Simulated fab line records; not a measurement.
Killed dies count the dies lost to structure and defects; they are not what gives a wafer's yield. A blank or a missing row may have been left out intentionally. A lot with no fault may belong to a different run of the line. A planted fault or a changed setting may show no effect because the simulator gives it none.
Which tool was responsible?	flow sky130	12 lots, 36 wafers sampled, at 7 steps of a route of 708

## WHAT THE GAUGES SHOWED, per wafer
SKY_VT_ADJUST_HVTP_OVL_MEAS_08. Usual: for VT_ADJUST_HVTP_OVL the level is -0.4 nm and the standard deviation is 1.4.
lot	measured	on	VT_ADJUST_HVTP_OVL (nm)	flag
L532	day 6 03:59	overlay-01	0.4 0.1 1.7	
L533	day 6 12:26	overlay-01	1.6 -1.2 1.1	
L534	day 6 18:58	overlay-01	-0.6 -1.0 0.2	
L537	day 7 11:07	overlay-01	-1.8 -0.3 -1.5	
L538	day 7 15:38	overlay-01	-1.5 -0.7 -0.3	
L541	day 8 13:19	overlay-01	-1.8 -1.4 -2.1	
L542	day 8 21:45	overlay-02	-1.5 -1.9 -1.1	
L547	day 10 05:44	overlay-02	-1.0 -1.6 -0.7	
L550	day 10 21:58	overlay-02	0.1 0.6 -0.2	
L553	day 12 00:11	overlay-01	0.6 -1.2 0.2	
L554	day 12 07:24	overlay-01	-2.3 -1.3 -0.8	
L555	day 12 10:47	overlay-01	1.1 1.2 1.6	

SKY_LDD_N_OVL_MEAS_07. Usual: for LDD_N_OVL the level is -1.3 nm and the standard deviation is 1.2.
lot	measured	on	LDD_N_OVL (nm)	flag
L532	day 17 23:49	overlay-02	0.4 -0.2 -0.4	
L533	day 18 09:40	overlay-01	-1.0 -0.5 -1.6	
L534	day 19 07:25	overlay-02	-1.3 -0.2 -0.7	
L537	day 19 23:29	overlay-01	-1.2 -1.9 -0.8	
L538	day 20 09:22	overlay-02	-2.9 -2.6 -1.6	
L541	day 21 12:26	overlay-01	-2.2 -1.9 -1.6	
L542	day 21 23:53	overlay-01	-0.2 0.3 0.6	
L547	day 23 10:56	overlay-02	-1.1 -1.7 -1.8	
L550	day 24 09:08	overlay-01	-0.6 -0.9 -1.5	
L553	day 25 20:13	overlay-01	-3.4 -2.2 -1.7	
L554	day 26 03:02	overlay-01	-1.9 -0.4 -0.7	
L555	day 26 05:49	overlay-02	0.6 0.5 0.3	

SKY_LDD_HVN_OVL_MEAS_07. Usual: for LDD_HVN_OVL the level is -1.5 nm and the standard deviation is 1.6.
lot	measured	on	LDD_HVN_OVL (nm)	flag
L532	day 20 13:47	overlay-01	-1.0 -0.9 -0.8	
L533	day 20 22:56	overlay-01	-1.1 -1.3 -1.3	
L534	day 21 22:16	overlay-01	0.2 -0.9 -1.6	
L537	day 22 13:05	overlay-01	-1.2 -1.8 -2.2	
L538	day 22 23:25	overlay-02	-4.8 -1.2 -1.4	
L541	day 24 01:22	overlay-01	- - -	OFF
L542	day 24 13:02	overlay-01	-2.3 -2.7 -1.4	
L547	day 25 23:14	overlay-02	-1.1 -0.5 -0.2	
L550	day 26 19:38	overlay-02	-1.6 -1.4 -0.8	
L553	day 28 07:38	overlay-01	-4.0 -5.2 -4.0	
L554	day 28 13:00	overlay-01	-3.4 -1.3 -4.6	
L555	day 28 16:34	overlay-01	0.2 -0.6 -0.6	

SKY_LDD_HVN_TW_MEAS_10. Usual: for LDD_HVN_TW the level is 1440 and the standard deviation is 6.6.
lot	measured	on	LDD_HVN_TW	flag
L532	day 20 14:04	film_metro-04	1436 1451 1443	
L533	day 20 23:14	film_metro-03	1420 1427 1435	
L534	day 21 22:34	film_metro-01	1444 1443 1448	
L537	day 22 13:23	film_metro-01	1438 1433 1439	
L538	day 22 23:43	film_metro-03	1442 1438 1432	
L541	day 24 01:40	film_metro-01	30 30 30	OFF
L542	day 24 13:23	film_metro-04	1447 1447 1451	
L547	day 25 23:32	film_metro-03	1439 1434 1439	
L550	day 26 19:55	film_metro-01	1446 1440 1451	
L553	day 28 07:56	film_metro-03	1437 1433 1440	
L554	day 28 13:18	film_metro-01	1429 1435 1437	
L555	day 28 16:51	film_metro-03	1438 1435 1433	

SKY_LDD_HVP_TW_MEAS_10. Usual: for LDD_HVP_TW the level is 457.0 and the standard deviation is 2.1.
lot	measured	on	LDD_HVP_TW	flag
L532	day 21 20:49	film_metro-04	459.3 457.7 459.9	
L533	day 22 06:10	film_metro-03	455.7 454.3 454.3	
L534	day 23 04:56	film_metro-04	454.6 457.9 456.4	
L537	day 23 19:38	film_metro-02	458.4 457.1 457.3	
L538	day 24 05:28	film_metro-02	456.4 460.9 458.0	
L541	day 25 07:43	film_metro-03	1436.8 1447.8 1448.8	OFF
L542	day 25 18:20	film_metro-04	460.2 458.2 463.1	
L547	day 27 04:08	film_metro-04	457.9 459.1 457.3	
L550	day 28 00:42	film_metro-04	453.1 456.5 453.5	
L553	day 29 12:29	film_metro-02	455.6 457.9 458.6	
L554	day 29 18:48	film_metro-03	455.6 454.5 458.1	
L555	day 29 21:17	film_metro-04	456.7 457.3 453.4	

SKY_SD_P_OVL_MEAS_08. Usual: for SD_P_OVL the level is -0.7 nm and the standard deviation is 1.2.
lot	measured	on	SD_P_OVL (nm)	flag
L532	day 25 15:43	overlay-02	0.5 -0.5 -1.0	
L533	day 26 02:23	overlay-01	0.6 1.0 1.4	
L534	day 26 21:38	overlay-01	0.7 -0.7 -0.2	
L537	day 27 13:36	overlay-01	-2.9 -1.8 -2.3	
L538	day 27 22:41	overlay-01	-0.8 -1.4 -0.2	
L541	day 29 00:19	overlay-02	-1.9 -2.1 -0.3	
L542	day 29 09:57	overlay-01	-0.6 0.1 0.6	
L547	day 30 20:08	overlay-02	-1.5 -0.8 -2.7	
L550	day 31 15:15	overlay-01	-2.2 -0.2 -2.7	
L553	day 33 02:08	overlay-01	-1.2 -1.9 -1.1	
L554	day 33 08:03	overlay-01	-0.9 -0.8 -0.3	
L555	day 33 11:23	overlay-02	-1.2 -0.7 -2.6	

## EACH LOT AND THE TOOL THAT RAN IT (in order: tool; ch and the chambers of the sampled wafers; start)
lot	SKY_LDD_HVN_EXPOSE_04
L532	iline_stepper-02 ch 0, day 19 22:28
L533	iline_stepper-02 ch 0, day 20 08:46
L534	iline_stepper-02 ch 0, day 21 07:10
L537	iline_stepper-02 ch 0, day 21 22:32
L538	iline_stepper-02 ch 0, day 22 08:29
L541	iline_stepper-02 ch 0, day 23 10:52
L542	iline_stepper-01 ch 0, day 23 22:44
L547	iline_stepper-02 ch 0, day 25 08:53
L550	iline_stepper-02 ch 0, day 26 05:24
L553	iline_stepper-02 ch 0, day 27 17:23
L554	iline_stepper-02 ch 0, day 27 23:13
L555	iline_stepper-01 ch 0, day 28 02:17
- SKY_LDD_HVN_EXPOSE_04: exposes mask HVNTM, target cd 700 nm.

## WHAT THE TOOLS THEMSELVES READ (means of the sampled wafers that have a number; where no wafer has one, the mark that the record gives instead)
The record holds no such reading with a usual standard deviation.

## THE ANSWER, worked out from the rows above alone
Rule: take the mean of a lot's wafers that have a number; if it is more than 3 standard deviations from the usual mean, the lot is off. A lot without any number at a reading at which 4 lots or more have one is off too. All remaining lots with rows at the step are treated as sound. After the gauges, taken in route order, come the tools' own readings; for these a lot's mean is taken, as printed above. At the first step where some lot is off, the reading lying furthest off is the one used; lots without a number count as furthest.
Off: L541, at SKY_LDD_HVN_OVL_MEAS_07 (LDD_HVN_OVL). Without a number there: L541.
A tool fits if, at a process step before that reading, it ran every lot that is off, and no sound lot after the first of them. Not tried: the gauges at SKY_LDD_HVN_OVL_MEAS_07; whatever is off there is also off at SKY_LDD_HVN_TW_MEAS_10, on other tools, and gauge error can't account for it. None of those tried fits.

## WHAT HAD BEEN PUT IN BY THE SIMULATOR
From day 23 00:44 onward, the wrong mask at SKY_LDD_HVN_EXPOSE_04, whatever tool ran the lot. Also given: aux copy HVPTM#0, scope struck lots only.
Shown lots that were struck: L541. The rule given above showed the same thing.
